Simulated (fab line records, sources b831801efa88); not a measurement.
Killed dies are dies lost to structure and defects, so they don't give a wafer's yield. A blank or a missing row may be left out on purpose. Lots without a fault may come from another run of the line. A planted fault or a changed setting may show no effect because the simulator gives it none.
fab line records | flow gf180mcu
record lots=15 wafers=45 last_day=34
route steps=602 shown NSD@241 M1@316 V1@351
lots that met no fault: from a run of the same line without faults
start_h: hours from the record's first day to the start of the lot's first wafer shown | wait_h: hours since the lot's step before | " the same as in the row above | L1.1+2: a row that stands for several wafers | - no value, or no start given | * or withheld: withheld | < > ~ a bound
route shown NAME@n: a module of which the file shows steps, and the number in the route of the first | usual: mean/standard deviation of fault-free wafers | same: alike in all rows | chamber/n: place in a boat | sites: the reading at each site | _std_site: their standard deviation | _edge_site: outer sites' mean less inner sites' | radius_mm: how far each site lies from the wafer's centre | mask NAME#n: copy n | behind: the tool/chamber that last shaped the wafer | hold: why the lot was held/for how many hours/how that ended | device: the transistor (n, p or np) that didn't switch | end of line: the same wafers' tests at the end of the route | a step without rows: its recipe alone | killed: dies lost to structure and defects at the first sort, not the wafer's yield | map: a wafer's dies, x killed, . not, _ none there
set.NAME: the setting as run; set.NAME@STEP: as run at that earlier step | model.NAME: the simulator's own value behind a step, which no gauge read
steps of the route over a sample of lots; a table a step, a row a wafer
services: from which hour (start_h, from the record's first day; less than 0 if before it) a tool's chamber was out of use, for how many hours, and why
## steps
# step GF_NSD_DEVELOP_06
# recipe develop_time_s=60 dev_temp_c=23
# usual chill_plate_temp_C=23.00/0.11 develop_time_s=60/0
# columns lot.wafer tool chamber start_h wait_h chill_plate_temp_C develop_time_s
L866.1 litho_track-04 0 289.62 0.1 22.75 60
L866.4 " 0 " " 22.91 60
L866.6 " 0 " " 22.93 60
L867.2 litho_track-04 0 293.60 0.1 23.09 60
L867.4 " 0 " " 22.90 60
L867.6 " 0 " " 22.84 60
L868.1 litho_track-03 0 302.61 0.1 22.91 60
L868.5 " 0 " " 23.11 60
L868.6 " 0 " " 23.06 60
L869.2 litho_track-02 0 316.14 0.1 22.98 60
L869.5 " 0 " " 22.98 60
L869.6 " 0 " " 23.04 60
L870.3 litho_track-02 0 318.46 0.1 23.13 60
L870.4 " 0 " " 23.07 60
L870.6 " 0 " " 22.98 60
L871.1 litho_track-03 0 324.86 0.1 22.93 60
L871.3 " 0 " " 22.91 60
L871.5 " 0 " " 23.05 60
L872.2 litho_track-02 0 339.54 0.1 22.96 60
L872.3 " 0 " " 23.07 60
L872.5 " 0 " " 23.24 60
L874.1 litho_track-02 0 361.71 0.1 22.97 60
L874.4 " 0 " " 22.69 60
L874.6 " 0 " " 22.93 60
L875.2 litho_track-03 0 377.79 0.1 23.10 60
L875.3 " 0 " " 23.14 60
L875.4 " 0 " " 23.11 60
L878.2 litho_track-04 0 406.59 0.1 22.83 60
L878.4 " 0 " " 23.15 60
L878.5 " 0 " " 22.97 60
L879.2 litho_track-04 0 417.44 0.1 22.86 60
L879.3 " 0 " " 23.09 60
L879.6 " 0 " " 22.86 60
L885.2 litho_track-04 0 464.29 0.1 23.03 60
L885.3 " 0 " " 23.08 60
L885.5 " 0 " " 22.94 60
L888.2 litho_track-04 - 478.09 0.1 - -
L888.3 " - " " - -
L888.6 " - " " - -
L887.4 litho_track-02 - 479.99 0.1 - -
L887.5 " - " " - -
L887.6 " - " " - -
L889.1 litho_track-02 - 494.76 0.1 - -
L889.2 " - " " - -
L889.3 " - " " - -
# step GF_M1_SPUTTER_01
# recipe material=TiN target_thk_nm=30 power_w=6500 time_s=25 chamber_pressure_pa=0.4
# usual throttle_valve_pct=29.7/1.5
# columns lot.wafer tool chamber start_h wait_h throttle_valve_pct
L866.1 pvd_sputter-03 - 356.54 0.1 30.6
L866.4 " - " " 29.1
L866.6 " - " " 30.5
L867.2 pvd_sputter-01 - 359.86 0.1 30.2
L867.4 " - " " 32.4
L867.6 " - " " 32.5
L868.1 pvd_sputter-04 - 369.31 0.1 28.6
L868.5 " - " " 30.6
L868.6 " - " " 28.9
L869.2 pvd_sputter-03 - 384.23 0.1 28.8
L869.5 " - " " 29.1
L869.6 " - " " 29.0
L870.3 pvd_sputter-04 - 386.41 0.1 28.7
L870.4 " - " " 30.7
L870.6 " - " " 28.7
L871.1 pvd_sputter-01 - 393.37 0.1 30.3
L871.3 " - " " 32.4
L871.5 " - " " 30.4
L872.2 pvd_sputter-01 - 410.02 0.1 30.5
L872.3 " - " " 30.4
L872.5 " - " " 30.3
L874.1 pvd_sputter-01 - 434.81 0.1 27.1
L874.4 " - " " 30.5
L874.6 " - " " 30.3
L875.2 pvd_sputter-04 - 451.34 0.1 29.1
L875.3 " - " " 28.9
L875.4 " - " " 30.7
L878.2 pvd_sputter-01 - 481.82 0.1 27.1
L878.4 " - " " 32.5
L878.5 " - " " 30.4
L879.2 pvd_sputter-03 - 492.67 0.1 28.7
L879.3 " - " " 30.7
L879.6 " - " " 28.6
L885.2 pvd_sputter-03 - 538.71 0.1 28.9
L885.3 " - " " 30.5
L885.5 " - " " 30.4
L888.2 pvd_sputter-01 - 550.57 0.1 30.8
L888.3 " - " " 30.3
L888.6 " - " " 27.3
L887.4 pvd_sputter-01 - 554.77 0.1 31.0
L887.5 " - " " 32.6
L887.6 " - " " 27.0
L889.1 pvd_sputter-01 - 566.71 0.1 30.6
L889.2 " - " " 30.1
L889.3 " - " " 26.8
# step GF_V1_ETCH_16
# recipe chemistry=N2/H2 target_depth_a=withheld overetch_a=withheld time_s=withheld target=BARC ion_energy_ev=200 source_w=500 bias_w=100 pressure_mtorr=30 n2_flow_sccm=100 h2_flow_sccm=200
# usual drypump_motor_current_A=5.6/0.38 oes_product_au=0.855/0.0045 throttle_valve_pct=13.224/0.0085
# columns lot.wafer tool chamber start_h wait_h drypump_motor_current_A oes_product_au throttle_valve_pct
L866.1 rie_diel-03 3 401.67 0.0 5.9 0.861 13.220
L866.4 " 2 " " 5.6 0.856 13.219
L866.6 " 2 " " 5.6 0.862 13.206
L867.2 rie_diel-01 1 406.57 0.0 4.9 0.864 13.229
L867.4 " 2 " " 5.4 0.853 13.212
L867.6 " 0 " " 6.3 0.854 13.234
L868.1 rie_diel-03 3 417.02 0.0 5.9 0.855 13.211
L868.5 " 2 " " 5.5 0.857 13.211
L868.6 " 3 " " 6.0 0.858 13.224
L869.2 rie_diel-03 3 432.47 0.0 5.9 0.857 13.222
L869.5 " 3 " " 5.9 0.851 13.237
L869.6 " 0 " " 5.6 0.863 13.220
L870.3 rie_diel-03 2 435.87 0.0 5.6 0.855 13.225
L870.4 " 0 " " 5.6 0.854 13.222
L870.6 " 3 " " 6.0 0.850 13.220
L871.1 rie_diel-01 3 443.17 0.0 6.1 0.854 13.221
L871.3 " 1 " " 4.9 0.860 13.240
L871.5 " 1 " " 4.9 0.858 13.217
L872.2 rie_diel-02 2 460.12 0.0 5.7 0.855 13.220
L872.3 " 3 " " 5.6 0.860 13.235
L872.5 " 3 " " 5.6 0.857 13.225
L874.1 rie_diel-01 2 484.92 0.0 5.3 0.858 13.213
L874.4 " 3 " " 6.2 0.862 13.208
L874.6 " 2 " " 5.4 0.849 13.242
L875.2 rie_diel-02 3 500.61 0.0 5.6 0.856 13.222
L875.3 " 1 " " 6.1 0.853 13.227
L875.4 " 2 " " 5.8 0.851 13.225
L878.2 rie_diel-01 1 529.92 0.0 4.9 0.849 13.219
L878.4 " 2 " " 5.4 0.852 13.222
L878.5 " 2 " " 5.4 0.856 13.213
L879.2 rie_diel-01 2 539.66 0.0 5.4 0.859 13.227
L879.3 " 3 " " 6.2 0.855 13.224
L879.6 " 0 " " 6.3 0.857 13.228
L885.2 rie_diel-03 1 585.02 0.0 5.4 0.857 13.219
L885.3 " 3 " " 5.9 0.848 13.230
L885.5 " 1 " " 5.4 0.847 13.219
L888.2 rie_diel-02 0 596.51 0.0 5.2 0.855 13.221
L888.3 " 3 " " 5.6 0.856 13.216
L888.6 " 3 " " 5.6 0.855 13.210
L887.4 rie_diel-03 2 599.56 0.0 5.6 0.854 13.232
L887.5 " 1 " " 5.4 0.848 13.215
L887.6 " 2 " " 5.6 0.855 13.221
L889.1 rie_diel-03 3 611.34 0.0 5.9 0.844 13.224
L889.2 " 2 " " 5.6 0.853 13.221
L889.3 " 0 " " 5.5 0.855 13.210
# step GF_V1_STRIP_18
# recipe chemistry=O2/N2 power_w=1400 pressure_mtorr=1500 platen_temp_c=250 o2_flow_sccm=3000 n2_flow_sccm=300 overash_fraction=0.5
# usual drypump_motor_current_A=5.6/0.36 heater_power_w=345/22 oes_product_au=0.592/0.0047
# columns lot.wafer tool chamber start_h wait_h drypump_motor_current_A heater_power_w oes_product_au rf_hours_counter_h
L866.1 plasma_asher-02 0 401.80 - 4.8 317 0.591 60
L866.4 " 1 " " 5.6 360 0.585 -
L866.6 " 0 " " 4.8 326 0.592 -
L867.2 plasma_asher-01 0 406.69 - 5.6 384 0.592 79
L867.4 " 0 " " 5.7 369 0.590 -
L867.6 " 0 " " 5.7 378 0.593 -
L868.1 plasma_asher-01 0 417.14 - 5.7 392 0.586 80
L868.5 " 1 " " 5.3 326 0.594 -
L868.6 " 0 " " 5.7 378 0.597 -
L869.2 plasma_asher-01 0 432.60 - 5.7 386 0.595 82
L869.5 " 0 " " 5.7 393 0.593 -
L869.6 " 1 " " 5.2 333 0.585 -
L870.3 plasma_asher-01 0 436.03 - 5.7 377 0.597 -
L870.4 " 1 " " 5.2 329 0.582 -
L870.6 " 0 " " 5.7 383 0.580 -
L871.1 plasma_asher-03 1 443.30 - 6.0 350 0.595 1
L871.3 " 0 " " 5.9 324 0.596 -
L871.5 " 1 " " 6.0 360 0.590 -
L872.2 plasma_asher-03 0 460.25 - 5.9 335 0.598 3
L872.3 " 1 " " 6.0 346 0.585 -
L872.5 " 1 " " 6.0 351 0.594 -
L874.1 plasma_asher-03 1 485.05 - 6.0 357 0.601 6
L874.4 " 1 " " 6.0 354 0.590 -
L874.6 " 0 " " 5.9 331 0.595 -
L875.2 plasma_asher-03 1 500.73 - 6.0 352 0.594 8
L875.3 " 0 " " 5.9 318 0.593 -
L875.4 " 1 " " 6.0 348 0.590 -
L878.2 plasma_asher-02 0 530.05 - 4.8 308 0.596 74
L878.4 " 0 " " 4.8 316 0.592 -
L878.5 " 1 " " 5.6 352 0.587 -
L879.2 plasma_asher-03 1 539.79 - 6.0 349 0.589 12
L879.3 " 0 " " 5.9 319 0.587 -
L879.6 " 1 " " 6.0 349 0.593 -
L885.2 plasma_asher-01 1 585.15 - 5.3 326 0.594 92
L885.3 " 1 " " 5.2 329 0.600 -
L885.5 " 0 " " 5.6 386 0.589 -
L888.2 plasma_asher-01 1 596.64 - 5.3 338 0.591 93
L888.3 " 0 " " 5.7 379 0.597 -
L888.6 " 0 " " 5.7 393 0.594 -
L887.4 plasma_asher-02 1 599.73 - 5.6 342 0.592 -
L887.5 " 0 " " 4.8 323 0.589 -
L887.6 " 1 " " 5.6 351 0.590 -
L889.1 plasma_asher-01 1 611.46 - 5.2 327 0.599 95
L889.2 " 0 " " 5.7 380 0.599 95
L889.3 " 0 " " 5.7 391 0.592 -
## services
# columns tool chamber start_h hours kind
rie_diel-03 0 267.78 11.9 repair
pvd_sputter-01 - 276.21 1.1 repair
rie_diel-01 3 294.73 4.6 repair
rie_diel-03 3 299.57 18.7 repair
rie_diel-03 - 307.32 0.1 repair
rie_diel-01 1 317.06 6.0 repair
plasma_asher-03 - 338.73 5.0 repair
pvd_sputter-01 - 374.70 2.5 repair
plasma_asher-01 - 377.67 1.2 repair
pvd_sputter-01 - 383.07 2.2 repair
plasma_asher-01 - 392.22 1.3 repair
rie_diel-03 - 411.47 1.1 repair
plasma_asher-03 - 421.25 9.0 pm
rie_diel-03 - 427.10 0.1 repair
plasma_asher-01 - 462.37 22.5 repair
rie_diel-03 - 469.02 2.8 pm
plasma_asher-03 - 481.91 1.9 repair
rie_diel-03 1 487.80 9.0 repair
rie_diel-01 1 498.70 8.6 repair
plasma_asher-01 - 500.35 6.8 repair
rie_diel-01 1 521.40 4.0 repair
plasma_asher-01 - 544.29 5.1 repair
plasma_asher-01 - 556.35 21.8 pm
plasma_asher-01 - 589.20 0.7 repair
## key
first_sign step=GF_NSD_DEVELOP_06 reading=tool_record direction=missing
effect none on later readings
met_at GF_NSD_DEVELOP_06
struck_lots L887,L888,L889
sort_left_out L887.4,L887.5,L887.6,L888.2,L888.3,L888.6,L889.1,L889.2,L889.3
tester_left_out L887,L888,L889
not_acting_at GF_M1_SPUTTER_01,GF_V1_ETCH_16,GF_V1_STRIP_18
onset_between 464.29 478.09
fault kind=skipped_step_whole tool=litho_track-02,litho_track-04 chamber=- onset_h=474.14 steps=GF_NSD_DEVELOP_06 scope=struck_lots_only
# tester_left_out: of these lots the tester's yield and bins aren't shown, on N5 and GAA mostly nor the transistor test; their killed dies are dies lost to structure and defects alone, not to doping, threshold or leakage, so they don't give the yield
# sort_left_out: the simulated sort isn't trusted on such a fault, so these wafers' sort isn't shown, and their yield isn't known
